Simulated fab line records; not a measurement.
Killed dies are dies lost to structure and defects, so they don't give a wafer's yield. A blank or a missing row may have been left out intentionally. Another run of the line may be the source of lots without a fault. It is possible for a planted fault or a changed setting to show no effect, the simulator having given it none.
fab line records	flow sky130
[record] lots = 6	wafers = 18	lastDay = 50
route steps=708 shown VIA1@474 METAL2@483 PAD_OPEN@708
lots that met no fault: taken from a fault-free run of the same line
startH: hours from the record's opening day to when the first of the lot's shown wafers began	waitH: time in hours since the lot's previous step	" the same as in the row above	L1.1+2: several wafers, shown together as one row	- no value present, or no start provided	* or withheld: withheld	< > ~ a bound
route shown NAME@n: NAME is a module with steps in the file, n the number in the route of the first one	usual: mean/standard deviation of fault-free wafers	same: alike in all rows	chamber/n: place in a boat	sites: the reading at each site	_std_site: standard deviation of those values	_edge_site: the outer-site mean with the inner-site mean subtracted	radiusMm: how far each site lies from the wafer's centre	mask NAME#n: copy n	behind: the last tool/chamber to shape the wafer	hold: why the lot went on hold/how many hours it stayed there/how the hold came to an end	device: names the non-switching transistor (n, p or np)	end of line: at the end of the route, the tests of the same wafers	a step without rows: its recipe alone	killed: dies that structure and defects cost at the first sort, which is not the same as the wafer's yield	map: a wafer's dies, x killed, . not, _ none there
set.NAME: the setting as run; set.NAME@STEP: as run at that earlier step	model.NAME: the simulator's own value behind a step, which no gauge read
a table for each step, a row for each wafer; lots at some steps of the route
services: from which hour (startH, from the record's first day; less than 0 if before it) a tool's chamber was out of use, for how many hours, and why
[[steps]]
[step SKY_VIA1_STRIP_16]
[recipe] chemistry = O2/N2	powerW = 1400	pressureMtorr = 1500	platenTempC = withheld	o2FlowSccm = 3000	n2FlowSccm = 300	overashFraction = 0.5
[step SKY_VIA1_STRIP_17]
[recipe] chemistry = postEtchResidueRemover	timeS = 1200	tempC = 72.5
[step SKY_VIA1_CLEAN_18]
[recipe] chemistry = IPA	timeS = 180	tempC = 25
[step SKY_VIA1_CLEAN_19]
[recipe] chemistry = O3/DIW	dry = n2Spin
[step SKY_VIA1_SPUTTER_20]
[recipe] material = TiN	targetThkNm = 20	chamberPressurePa = 5	powerW = 4000	timeS = 80
[step SKY_VIA1_CVD_21]
[recipe] material = W	targetThkNm = 270	timeS = 80.902	tempC = 400	pressureTorr = 40
[step SKY_VIA1_RS_MEAS_22]
[recipe] thkMeasGauge = four-point-probe	reads = W_of_VIA1_CVD_21+TiN_of_VIA1_SPUTTER_20
[usual] VIA1_W_RS = 0.427/0.0063
lot.wafer	tool	chamber	startH	waitH	VIA1_W_RS[ohm/sq]
L202.1	filmMetro-04	-	855.71	0.1	0.429
L202.3	"	-	"	"	0.434
L202.4	"	-	"	"	0.434
L205.4	filmMetro-02	-	873.46	0.1	0.422
L205.5	"	-	"	"	0.417
L205.6	"	-	"	"	0.429
L207.1	filmMetro-02	-	887.80	0.1	0.434
L207.4	"	-	"	"	0.435
L207.6	"	-	"	"	0.437
L208.1	filmMetro-01	-	912.43	0.1	0.437
L208.3	"	-	"	"	0.435
L208.6	"	-	"	"	0.420
L211.1	filmMetro-01	-	918.33	0.1	0.429
L211.2	"	-	"	"	0.428
L211.4	"	-	"	"	0.427
L216.1	filmMetro-02	-	950.17	0.1	0.431
L216.4	"	-	"	"	0.427
L216.5	"	-	"	"	0.426
[step SKY_VIA1_THK_MEAS_23]
[recipe] thkMeasGauge = xrf	reads = W_of_VIA1_CVD_21
[usual] VIA1_W_THK = 277/5
lot.wafer	tool	chamber	startH	waitH	VIA1_W_THK[nm]
L202.1	filmMetro-04	-	855.83	0.1	277
L202.3	"	-	"	"	275
L202.4	"	-	"	"	272
L205.4	filmMetro-02	-	873.55	0.1	278
L205.5	"	-	"	"	280
L205.6	"	-	"	"	272
L207.1	filmMetro-02	-	887.92	0.1	270
L207.4	"	-	"	"	270
L207.6	"	-	"	"	267
L208.1	filmMetro-01	-	912.55	0.1	273
L208.3	"	-	"	"	274
L208.6	"	-	"	"	284
L211.1	filmMetro-01	-	918.45	0.1	274
L211.2	"	-	"	"	276
L211.4	"	-	"	"	279
L216.1	filmMetro-02	-	950.29	0.1	273
L216.4	"	-	"	"	276
L216.5	"	-	"	"	276
[step SKY_VIA1_CMP_24]
[recipe] stopOn = SiO2	tOverpolishS = 15	downForcePsi = 3.5	platenRpm = 60	targetThkNm = 0	padVelocityMS = 0.94248
[usual] motorCurrentA = 11.3/1.2	overpolishRunS = 15.001/0.0093	slurryFilterDpKPa = 13.51/0.13	timeToEndpointS = 64.0/2.8
lot.wafer	tool	chamber	startH	waitH	motorCurrentA	overpolishRunS	slurryFilterDpKPa	timeToEndpointS
L202.4	cmp-01	2	855.89	0.0	10.2	14.994	13.28	66.0
L202.3	"	3	"	"	13.7	15.014	13.47	59.2
L202.1	"	0	"	"	10.1	15.007	13.66	66.6
L205.4	cmp-01	0	873.63	0.1	10.3	14.992	13.52	65.5
L205.6	"	3	"	"	13.0	14.996	13.50	61.3
L205.5	"	0	"	"	10.2	15.002	13.47	64.8
L207.4	cmp-02	0	888.03	0.1	12.0	14.995	13.55	57.8
L207.1	"	1	"	"	10.0	14.992	13.59	62.7
L207.6	"	0	"	"	12.5	15.007	13.43	61.0
L208.3	cmp-02	2	912.80	0.2	11.4	15.032	13.62	62.6
L208.1	"	3	"	"	11.2	14.991	13.33	63.1
L208.6	"	2	"	"	11.9	14.998	13.57	64.4
L211.1	cmp-01	3	918.51	0.1	12.8	15.001	13.43	64.9
L211.4	"	0	"	"	10.3	15.004	13.58	65.4
L211.2	"	2	"	"	10.2	14.999	13.49	67.5
L216.4	cmp-01	2	950.35	0.0	9.7	15.009	13.50	64.5
L216.1	"	3	"	"	13.2	15.008	13.55	59.6
L216.5	"	2	"	"	10.4	14.998	13.62	63.2
[step SKY_METAL2_SPUTTER_00]
[recipe] material = Ti	targetThkNm = 15	powerW = 3000	timeS = 10	chamberPressurePa = 0.4
[usual] chamberPressurePa = 0.3999/0.0011	throttleValvePct = 30.2/1.1
lot.wafer	tool	chamber	startH	waitH	chamberPressurePa	throttleValvePct
L202.1	pvdSputter-02	-	856.19	0.1	0.4003	28.7
L202.3	"	-	"	"	0.3996	30.6
L202.4	"	-	"	"	0.4000	30.1
L205.4	pvdSputter-03	-	873.88	0.2	0.4002	29.3
L205.5	"	-	"	"	0.4008	29.2
L205.6	"	-	"	"	0.3999	30.7
L207.1	pvdSputter-03	-	888.28	0.1	0.4002	29.3
L207.4	"	-	"	"	0.4012	30.9
L207.6	"	-	"	"	0.4001	29.4
L208.1	pvdSputter-03	-	913.05	0.1	0.3997	29.4
L208.3	"	-	"	"	0.3987	29.1
L208.6	"	-	"	"	0.3992	30.7
L211.1	pvdSputter-02	-	918.81	0.2	0.3998	30.2
L211.2	"	-	"	"	0.3992	30.1
L211.4	"	-	"	"	0.4002	30.5
L216.1	pvdSputter-02	-	950.65	0.2	0.3992	30.2
L216.4	"	-	"	"	0.3999	30.8
L216.5	"	-	"	"	0.3996	30.0
[step SKY_METAL2_SPUTTER_01]
[recipe] material = TiN	targetThkNm = 20	powerW = 6500	timeS = 16.7	chamberPressurePa = 0.4
[usual] chamberPressurePa = 0.3999/0.00081	throttleValvePct = 30.2/1.1
lot.wafer	tool	chamber	startH	waitH	chamberPressurePa	throttleValvePct
L202.1	pvdSputter-02	-	856.21	0.0	0.4004	29.0
L202.3	"	-	"	"	0.3992	30.6
L202.4	"	-	"	"	0.4001	30.0
L205.4	pvdSputter-03	-	873.90	0.0	0.4006	29.1
L205.5	"	-	"	"	0.4000	29.1
L205.6	"	-	"	"	0.4001	30.6
L207.1	pvdSputter-03	-	888.30	0.0	0.3993	29.4
L207.4	"	-	"	"	0.3999	30.5
L207.6	"	-	"	"	0.4001	29.2
L208.1	pvdSputter-03	-	913.08	0.0	0.3995	29.3
L208.3	"	-	"	"	0.4006	29.2
L208.6	"	-	"	"	0.3996	30.7
L211.1	pvdSputter-02	-	918.84	0.0	0.4000	30.0
L211.2	"	-	"	"	0.3997	30.1
L211.4	"	-	"	"	0.3999	30.5
L216.1	pvdSputter-02	-	950.68	0.0	0.4014	30.1
L216.4	"	-	"	"	0.4005	30.5
L216.5	"	-	"	"	0.4006	29.9
[step SKY_METAL2_SPUTTER_02]
[recipe] material = AlCu	targetThkNm = 250	powerW = 10600	timeS = 13.3	chamberPressurePa = 0.4
[usual] chamberPressurePa = 0.3999/0.00079	throttleValvePct = 30.2/1.1
lot.wafer	tool	chamber	startH	waitH	chamberPressurePa	throttleValvePct
L202.1	pvdSputter-02	-	856.24	0.0	0.3995	28.8
L202.3	"	-	"	"	0.3986	30.6
L202.4	"	-	"	"	0.4005	30.1
L205.4	pvdSputter-03	-	873.93	0.0	0.3990	29.0
L205.5	"	-	"	"	0.3994	29.2
L205.6	"	-	"	"	0.4008	30.7
L207.1	pvdSputter-03	-	888.33	0.0	0.3990	29.3
L207.4	"	-	"	"	0.4006	30.6
L207.6	"	-	"	"	0.3993	29.3
L208.1	pvdSputter-03	-	913.10	0.0	0.4008	29.4
L208.3	"	-	"	"	0.3997	29.5
L208.6	"	-	"	"	0.3991	30.9
L211.1	pvdSputter-02	-	918.86	0.0	0.3993	30.1
L211.2	"	-	"	"	0.4008	30.3
L211.4	"	-	"	"	0.4008	30.6
L216.1	pvdSputter-02	-	950.70	0.0	0.3988	30.0
L216.4	"	-	"	"	0.4000	30.9
L216.5	"	-	"	"	0.3999	30.1
[step SKY_METAL2_SPUTTER_03]
[recipe] material = Ti	targetThkNm = 5	powerW = 3000	timeS = 3.3	chamberPressurePa = 0.4
[usual] chamberPressurePa = 0.4000/0.00079	throttleValvePct = 30.2/1.1
lot.wafer	tool	chamber	startH	waitH	chamberPressurePa	throttleValvePct
L202.1	pvdSputter-02	-	856.26	0.0	0.3996	28.9
L202.3	"	-	"	"	0.3995	30.6
L202.4	"	-	"	"	0.3997	30.0
L205.4	pvdSputter-03	-	873.95	0.0	0.3991	29.4
L205.5	"	-	"	"	0.4001	29.4
L205.6	"	-	"	"	0.4012	30.8
L207.1	pvdSputter-03	-	888.35	0.0	0.3468	31.5
L207.4	"	-	"	"	0.4005	30.7
L207.6	"	-	"	"	0.3475	31.8
L208.1	pvdSputter-03	-	913.13	0.0	0.3487	31.9
L208.3	"	-	"	"	0.3994	29.2
L208.6	"	-	"	"	0.4008	30.8
L211.1	pvdSputter-02	-	918.89	0.0	0.3995	30.1
L211.2	"	-	"	"	0.4009	30.5
L211.4	"	-	"	"	0.3996	30.7
L216.1	pvdSputter-02	-	950.73	0.0	0.4005	30.0
L216.4	"	-	"	"	0.3990	30.6
L216.5	"	-	"	"	0.4009	30.2
[step SKY_METAL2_SPUTTER_04]
[recipe] material = TiN	targetThkNm = 70	powerW = 6500	timeS = 58.3	chamberPressurePa = 0.4
[usual] chamberPressurePa = 0.3999/0.00077	throttleValvePct = 30.2/1.1
lot.wafer	tool	chamber	startH	waitH	chamberPressurePa	throttleValvePct
L202.1	pvdSputter-02	-	856.28	0.0	0.4001	28.5
L202.3	"	-	"	"	0.3983	30.4
L202.4	"	-	"	"	0.4004	30.1
L205.4	pvdSputter-03	-	873.97	0.0	0.3989	29.1
L205.5	"	-	"	"	0.3990	29.1
L205.6	"	-	"	"	0.3989	30.5
L207.1	pvdSputter-03	-	888.37	0.0	0.3987	29.0
L207.4	"	-	"	"	0.3998	30.8
L207.6	"	-	"	"	0.3983	29.2
L208.1	pvdSputter-03	-	913.15	0.0	0.3997	29.3
L208.3	"	-	"	"	0.3994	29.4
L208.6	"	-	"	"	0.4007	30.6
L211.1	pvdSputter-02	-	918.91	0.0	0.4000	30.0
L211.2	"	-	"	"	0.3983	30.3
L211.4	"	-	"	"	0.3995	30.5
L216.1	pvdSputter-02	-	950.74	0.0	0.3992	29.9
L216.4	"	-	"	"	0.3983	30.5
L216.5	"	-	"	"	0.3996	29.9
[step SKY_PAD_OPEN_PROBE_99]
[usual] defectLimitedYield = 82.5/1.9	killed_at_M0_to_M3 = 44/6.4	killed_at_M4_up = 3.4/2.1	killedAtContacts = 23/5	killedAtFrontEnd = 15/4.5	killedAtOther = 0.3/0.54	killedDies = 86/9.5	killedOpen = 48/6.9	killedShort = 38/5.9	sort_bin_3_pad_short = 0.8/0.44	sort_bin_5_function = 10.5/1.6	sort_bin_6_memory = 6.1/1.1	sortNPass = 406/9.5	sortYieldPct = 82.5/1.9
[same] grossDies = 492	killedAtBackSide = 0	sort_bin_4_leakage[%] = 0	sort_bin_8_speed[%] = 0
lot.wafer	tool	chamber	startH	waitH	defectLimitedYield[%]	killed_at_M0_to_M3	killed_at_M4_up	killedAtContacts	killedAtFrontEnd	killedAtOther	killedDies	killedOpen	killedShort	sort_bin_3_pad_short[%]	sort_bin_5_function[%]	sort_bin_6_memory[%]	sortNPass	sortYieldPct[%]
L202.1	prober-01	-	1122.15	0.1	82.9	42	1	24	17	0	84	47	37	0.8	9.1	7.1	408	82.9
L202.3	prober-01	-	1122.25	0.2	84.3	39	4	19	15	0	77	43	34	0.4	10.4	4.9	415	84.3
L202.4	prober-01	-	1122.30	0.2	84.8	35	2	18	20	0	75	42	33	1.0	8.3	5.9	417	84.8
L205.4	prober-02	-	1134.56	0.2	82.3	40	3	22	22	0	87	43	44	1.2	10.2	6.3	405	82.3
L205.5	prober-02	-	1134.61	0.2	86.2	30	2	25	10	1	68	33	35	1.2	7.9	4.7	424	86.2
L205.6	prober-02	-	1134.66	0.2	81.1	43	2	34	14	0	93	52	40	1.2	11.2	6.5	399	81.1
L207.1	prober-02	-	1147.58	0.1	78.3	55	6	28	17	1	107	67	38	0.4	13.0	8.3	385	78.3
L207.4	prober-02	-	1147.73	0.2	79.5	59	4	19	19	0	101	52	47	1.2	13.0	6.3	391	79.5
L207.6	prober-02	-	1147.83	0.2	78.9	56	2	19	27	0	104	48	56	1.6	13.2	6.3	388	78.9
L208.1	prober-02	-	1163.70	0.1	83.7	42	4	11	23	0	80	36	42	0.4	12.0	3.9	412	83.7
L208.3	prober-02	-	1163.80	0.2	85.6	36	3	17	15	0	71	40	31	0.4	7.1	6.9	421	85.6
L208.6	prober-02	-	1163.95	0.2	83.9	42	3	18	16	0	79	43	36	0.6	10.2	5.3	413	83.9
L211.1	prober-02	-	1169.56	0.1	83.3	46	4	15	17	0	82	41	41	1.0	11.2	4.5	410	83.3
L211.2	prober-02	-	1169.61	0.1	82.9	43	2	26	13	0	84	43	40	0.6	9.6	6.9	408	82.9
L211.4	prober-02	-	1169.71	0.2	81.5	48	6	25	12	0	91	51	40	0.6	11.4	6.5	401	81.5
L216.1	prober-01	-	1190.05	0.1	83.3	44	5	16	16	1	82	45	37	0.6	8.7	7.3	410	83.3
L216.4	prober-01	-	1190.20	0.2	82.7	48	6	23	7	1	85	53	32	0.4	9.1	7.7	407	82.7
L216.5	prober-01	-	1190.25	0.2	83.7	33	1	27	19	0	80	45	35	0.6	12.4	3.3	412	83.7
// killed by level:class
L202.1 VIA1:geometricParticle:open=13 LI_CONTACT:geometricParticle:open=10 METAL2:geometricParticle:short=7 CONTACT:geometricParticle:open=5 VIA2:geometricParticle:open=5 POLY_GATE:geometricParticle:open=4 FIELD_ISO:geometricParticle:short=3 POLY_GATE:geometricParticle:short=3
L202.3 VIA1:geometricParticle:open=12 LI_CONTACT:geometricParticle:open=10 VIA1:geometricParticle:short=8 VIA3:geometricParticle:open=5 POLY_GATE:geometricParticle:short=4 CONTACT:geometricParticle:open=4 FIELD_ISO:geometricParticle:short=3 VIA2:geometricParticle:open=3
L202.4 VIA1:geometricParticle:open=9 CONTACT:geometricParticle:open=7 VIA2:geometricParticle:open=6 METAL3:geometricParticle:short=6 CONTACT:geometricParticle:short=5 POLY_GATE:geometricParticle:open=5 VIA2:geometricParticle:short=5 VIA3:geometricParticle:open=4
L205.4 VIA1:geometricParticle:open=10 LI_CONTACT:geometricParticle:open=7 METAL1:geometricParticle:short=7 VIA3:geometricParticle:open=6 FIELD_ISO:geometricParticle:short=5 POLY_GATE:geometricParticle:short=5 VIA2:geometricParticle:open=5 CONTACT:geometricParticle:short=5
L205.5 CONTACT:geometricParticle:short=10 VIA1:geometricParticle:open=7 LI_CONTACT:geometricParticle:open=6 CONTACT:geometricParticle:open=5 VIA2:geometricParticle:open=5 VIA3:geometricParticle:short=4 VIA3:geometricParticle:open=4 POLY_GATE:geometricParticle:short=3
L205.6 CONTACT:geometricParticle:open=14 VIA3:geometricParticle:open=10 CONTACT:geometricParticle:short=8 VIA1:geometricParticle:open=7 VIA2:geometricParticle:open=6 LOCAL_INTERCONNECT:geometricParticle:short=5 VIA2:geometricParticle:short=5 POLY_GATE:geometricParticle:short=4
L207.1 CONTACT:geometricParticle:open=12 VIA3:geometricParticle:open=11 VIA1:geometricParticle:open=11 VIA2:geometricParticle:open=11 METAL2:geometricParticle:short=7 FIELD_ISO:geometricParticle:open=6 VIA2:geometricParticle:short=6 POLY_GATE:geometricParticle:open=5
L207.4 VIA1:geometricParticle:open=24 METAL2:geometricParticle:short=7 VIA3:geometricParticle:open=7 METAL1:geometricParticle:short=6 POLY_GATE:geometricParticle:short=6 LOCAL_INTERCONNECT:geometricParticle:short=5 CONTACT:geometricParticle:short=5 CONTACT:geometricParticle:open=5
L207.6 METAL1:geometricParticle:short=11 VIA1:geometricParticle:open=10 METAL2:geometricParticle:short=10 CONTACT:geometricParticle:open=7 POLY_GATE:geometricParticle:short=5 POLY_GATE:geometricParticle:open=4 VIA3:geometricParticle:open=4 VIA2:geometricParticle:open=4
L208.1 VIA1:geometricParticle:open=12 POLY_GATE:geometricParticle:short=9 METAL2:geometricParticle:short=9 POLY_GATE:geometricParticle:open=7 METAL1:geometricParticle:short=7 CONTACT:geometricParticle:open=4 VIA3:geometricParticle:open=4 FIELD_ISO:geometricParticle:short=3
L208.3 VIA1:geometricParticle:open=7 VIA3:geometricParticle:open=7 FIELD_ISO:geometricParticle:open=6 VIA2:geometricParticle:short=6 LI_CONTACT:geometricParticle:open=5 METAL2:geometricParticle:short=5 FIELD_ISO:geometricParticle:short=4 POLY_GATE:geometricParticle:open=4
L208.6 VIA1:geometricParticle:open=10 VIA2:geometricParticle:open=8 FIELD_ISO:geometricParticle:open=6 CONTACT:geometricParticle:open=6 VIA1:geometricParticle:short=5 VIA3:geometricParticle:short=5 FIELD_ISO:geometricParticle:short=4 POLY_GATE:geometricParticle:open=4
L211.1 VIA1:geometricParticle:open=12 METAL1:geometricParticle:short=9 FIELD_ISO:geometricParticle:short=8 METAL2:geometricParticle:short=8 CONTACT:geometricParticle:open=7 VIA2:geometricParticle:open=5 FIELD_ISO:geometricParticle:open=3 VIA3:geometricParticle:short=3
L211.2 METAL1:geometricParticle:short=10 LI_CONTACT:geometricParticle:open=7 VIA1:geometricParticle:open=6 LOCAL_INTERCONNECT:geometricParticle:short=6 CONTACT:geometricParticle:short=6 CONTACT:geometricParticle:open=6 VIA1:geometricParticle:short=6 VIA2:geometricParticle:open=6
L211.4 CONTACT:geometricParticle:open=12 VIA3:geometricParticle:open=11 METAL1:geometricParticle:short=8 VIA1:geometricParticle:open=7 VIA2:geometricParticle:open=5 LI_CONTACT:geometricParticle:short=4 CONTACT:geometricParticle:short=4 VIA3:geometricParticle:short=4
L216.1 VIA1:geometricParticle:open=12 VIA3:geometricParticle:open=7 VIA2:geometricParticle:open=6 LOCAL_INTERCONNECT:geometricParticle:short=6 CONTACT:geometricParticle:open=5 POLY_GATE:geometricParticle:short=4 METAL4:geometricParticle:short=4 METAL3:geometricParticle:short=3
L216.4 CONTACT:geometricParticle:open=12 VIA1:geometricParticle:open=10 VIA2:geometricParticle:open=9 VIA3:geometricParticle:open=9 VIA1:geometricParticle:short=6 METAL2:geometricParticle:short=5 CONTACT:geometricParticle:short=4 METAL1:geometricParticle:short=4
L216.5 CONTACT:geometricParticle:open=10 LOCAL_INTERCONNECT:geometricParticle:short=8 VIA1:geometricParticle:open=8 VIA2:geometricParticle:open=8 FIELD_ISO:geometricParticle:short=6 VIA3:geometricParticle:open=5 CONTACT:geometricParticle:short=5 VIA1:geometricParticle:short=4
[[services]]
tool	chamber	startH	hours	kind
cmp-02	-	846.72	5.8	pm
pvdSputter-03	-	852.95	9.3	repair
cmp-02	-	853.66	3.9	repair
pvdSputter-02	-	878.24	2.6	repair
pvdSputter-02	-	878.65	4.5	repair
cmp-02	-	906.50	1.9	repair
cmp-01	-	912.26	4.0	pm
cmp-01	-	916.26	-	consumableReplace:conditioner
cmp-01	-	916.26	-	consumableReplace:pad
cmp-02	-	937.66	2.5	repair
[[key]]
[firstSign] step = SKY_METAL2_SPUTTER_03	reading = chamberPressurePa	direction = down	sigmas = 66	usual = 0.4000	struck = 0.3477
effect none on later readings
metAt SKY_METAL2_SPUTTER_03
struckWafers L207.1,L207.6,L208.1
[fault] kind = processParameterDrift	tool = pvdSputter-03	chamber = -	onsetH = 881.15	steps = SKY_METAL2_SPUTTER_03	channel = chamberPressurePa	offset = -0.052842	shape = step	endH = 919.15	actsIn = theseRecipesOnly	stated = 0.4	scope = struckWafersOnly
